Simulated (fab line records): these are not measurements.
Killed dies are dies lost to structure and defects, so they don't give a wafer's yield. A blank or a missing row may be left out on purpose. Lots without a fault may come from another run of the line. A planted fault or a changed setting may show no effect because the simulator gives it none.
Matching of chambers | flow sky130 | SKY_FIELD_ISO_CMP_27 on cmp-01 has 4 sister chambers
The step polishes, stops on Si3N4, t overpolish 16 s, target thk 457.8 nm. 4 wafers are shown with their chamber, then 7 later ones without.

== WAFERS WITH THEIR CHAMBER ==
wafer  | chamber | motor_current_A (A)
L834.4 | 0       | 14.2
L838.1 | 1       | 13.1
L838.3 | 3       | 12.5
L838.4 | 2       | 12.9

== WAFERS WITH NO CHAMBER GIVEN ==
wafer  | motor_current_A (A)
L842.4 | 13.6
L842.5 | 12.9
L842.6 | 12.4
L846.3 | 12.4
L846.4 | 13.7
L847.2 | 14.5
L847.4 | 12.5

== WHICH CHAMBER EACH WENT THROUGH ==
wafer  | from the rows above          | in truth
L842.4 | can't be placed: 1 or 0 or 2 | 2
L842.5 | can't be placed: 2 or 1 or 3 | 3
L842.6 | can't be placed: 3 or 2      | 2
L846.3 | can't be placed: 3 or 2      | 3
L846.4 | can't be placed: 0 or 1 or 2 | 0
L847.2 | 0                            | 0
L847.4 | can't be placed: 3 or 2      | 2
Correctly placed: 1 of 7. Unplaceable from these rows: 6, with the true chamber sitting among the candidates in 6. 0 placed wrongly.
How it was worked out, from the rows above alone: a wafer's distance from a chamber is the root of the sum, over the readings, of the square of ((its reading less the chamber's mean) divided by the reading's scatter). If the next closest chamber is less than 2 further off than the closest, the wafer can't be placed; otherwise it belongs to the closest. Each chamber's mean is taken over the wafers shown for it. The scatter (one wafer shown for each chamber): square how far every hidden wafer sits from the nearest shown wafer, average those squares and take the square root.
